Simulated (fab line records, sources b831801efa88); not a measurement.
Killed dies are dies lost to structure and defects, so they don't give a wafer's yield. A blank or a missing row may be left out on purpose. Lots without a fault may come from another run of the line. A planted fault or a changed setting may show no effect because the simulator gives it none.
A struck lot beside a sound one | flow gf180mcu | 28 steps out of a route of 602
Sound: wafers L404.1, L404.3, L404.6. Struck: wafers L399.1, L399.2, L399.6. The cause comes at the end.
At each step with rows: each side's tool, then ch and its chambers, then its first start. Under that, the readings that differ: sound wafers | struck wafers | difference of the means | sigmas: that difference in standard deviations of wafers without a fault.
alike: readings whose means differ by less than 2 such deviations, and words and numbers that are the same on both sides. not compared: withheld readings, readings that some wafer has no value for, bounds like >300 that may hide the same value, and numbers for which the record gives no deviation and whose values overlap.
The two part at a step that has a row with sigmas, a row that says differs or no value, or rows on one side only. Numbers that don't overlap but have no deviation are shown without sigmas and don't part them. A reading that every wafer of one side lacks parts them only if that side has two wafers or more.

GF_STI_BOW_MEAS_00:
  sound on film_metro-01, day 5 09:00; struck on film_metro-01, day 4 08:00
  alike: INCOMING_BOW
then, 1 step without rows for these wafers: GF_STI_OXIDATION_01 (stabilise 600 s, purge 300 s, target thk 10 nm).
GF_STI_THK_MEAS_02:
  sound on film_metro-01, day 5 13:30; struck on film_metro-02, day 4 09:31
  alike: STI_OXIDATION_THK
GF_STI_CVD_03: deposits Si3N4 from DCS/NH3, target thk 207.16 nm, time 3551 s.
  sound on lpcvd-02 ch 1, day 5 13:34; struck on lpcvd-02 ch 0, day 4 09:34
  no value came back on the struck wafers for pressure_mtorr (mTorr), spike_tc_bottom_C (C), spike_tc_lower_C (C), zone_power_bottom_pct (%); on the sound wafers pressure_mtorr (mTorr) reads 249.9 250.6 249.7
then, 7 steps without rows for these wafers: GF_STI_DEHYDRATE_05 (time 60 s); GF_STI_HMDS_06 (prime time 60 s); GF_STI_COAT_07 (resist thk 700 nm); GF_STI_SOFTBAKE_08 (time 60 s); GF_STI_EXPOSE_09 (exposes mask COMP, target cd 220 nm); GF_STI_PEB_10 (peb time 90 s); GF_STI_DEVELOP_11 (develop time 60 s).
GF_STI_CD_MEAS_12: target cd 220 nm.
  sound on cd_sem-02, day 6 05:07; struck on cd_sem-02, day 5 01:50
  alike: cd_nm
GF_STI_ETCH_13: etches the open film in CHF3/O2, stops on Si, target depth 282.31 nm, time 112.9 s.
  sound on rie_diel-01 ch 1,3, day 6 05:14; struck on rie_diel-01 ch 0,1,3, day 5 01:58
  reading                  | sound             | struck            | difference | sigmas
  oes_product_au (a.u.)    | 0.840 0.846 0.841 | 0.860 0.863 0.849 | +0.015     | +2
  model.etch.depth_nm (nm) | 209 211.1 210.5   | 217.2 217.2 217.2 | +7.0       |
  alike: drypump_motor_current_A, throttle_valve_pct
  not compared: rf_hours_counter_h
GF_STI_ETCH_14: etches Si in HBr/Cl2/O2, target depth 360 nm, time 102.9 s.
  sound on rie_si-01 ch 1,2, day 6 05:19; struck on rie_si-01 ch 1,3, day 5 02:02
  alike: drypump_motor_current_A, he_backside_leak_sccm, oes_product_au, throttle_valve_pct
  not compared: rf_hours_counter_h
GF_STI_STRIP_15: strips in O2/N2.
  sound on plasma_asher-01 ch 0,1, day 6 05:24; struck on plasma_asher-04 ch 0,1, day 5 02:07
  alike: drypump_motor_current_A, heater_power_w, oes_product_au, strip_time_to_endpoint_s
  not compared: rf_hours_counter_h
then, 5 steps without rows for these wafers: GF_STI_CLEAN_16 (cleans in dHF, time 25 s); GF_STI_WET_ETCH_17 (etches Si3N4 in H3PO4, target depth 45 nm, time 514 s); GF_STI_CLEAN_18 (cleans in SC1/SC2, time 150 s); GF_STI_CLEAN_19 (cleans in dHF, time 20 s); GF_STI_WET_ETCH_20 (etches SiO2 in dHF, target depth 20 nm, time 400 s).
GF_STI_OXIDATION_21: stabilise 600 s, purge 300 s, target thk 15 nm.
  sound on furnace-01 ch 0, day 6 12:49; struck on furnace-01 ch 0, day 5 02:34
  reading                                    | sound                | struck              | difference | sigmas
  tube_center_temp_C (C)                     | 1000.1 1000.1 1000.2 | 999.9 999.96 999.94 | -0.2       | -2
  model.SiO2_of_STI_OXIDATION_01.thk_nm (nm) | 9.988 10.07 10.08    | 15.16 15.04 15.29   | +5.12      |
  alike: ox_temp_c, spike_tc_bottom_C, spike_tc_lower_C, zone_power_bottom_pct
GF_STI_THK_MEAS_22:
  sound on film_metro-01, day 6 13:56; struck on film_metro-03, day 5 03:41
  reading                   | sound             | struck | difference                    | sigmas
  STI_OXIDATION_01_THK (nm) | 15.04 15.45 15.33 | - - -  | no value on the struck wafers |
then, 1 step without rows for these wafers: GF_STI_CVD_23 (deposits SiO2, target thk 650 nm, time 108.3 s).
GF_STI_CMP_25: polishes, stops on Si3N4, t overpolish 33 s, target thk 524.6 nm.
  sound on cmp-02 ch 1,2,3, day 6 14:08; struck on cmp-01 ch 0,1, day 5 03:53
  alike: motor_current_A, retaining_ring_pressure_frac
then, 1 step without rows for these wafers: GF_STI_WET_ETCH_26 (etches SiO2 in dHF, target depth 94 nm, time 188 s).
GF_STI_WET_ETCH_27: etches Si3N4 in H3PO4, target depth 160 nm, time 1825 s.
  sound on wet_bench-01 ch 3, day 6 14:29; struck on wet_bench-03 ch 0, day 5 04:15
  reading                                    | sound          | struck            | difference | sigmas
  model.SiO2_of_STI_OXIDATION_01.thk_nm (nm) | 9.916 9.995 10 | 15.09 14.97 15.22 | +5.12      |
then, 1 step without rows for these wafers: GF_STI_WET_ETCH_28 (etches SiO2 in dHF, target depth 20 nm, time 40 s).
-- the record jumps here: 28 days lie between the struck wafers' starts before and after (it left off in module STI and takes up again in module PASSIVATION, whose first step shown is number 602 of the route) --
GF_PASSIVATION_PROBE_99:
  the record has rows for the struck wafers here (prober-01, day 32 19:31) and none for the sound ones

WHERE THEY PART
First at GF_STI_CVD_03; last, within this record, at GF_PASSIVATION_PROBE_99.

WHY: what the simulator had put in
Skipped step whole: lpcvd-02, from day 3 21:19 on, at GF_STI_CVD_03. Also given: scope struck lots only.
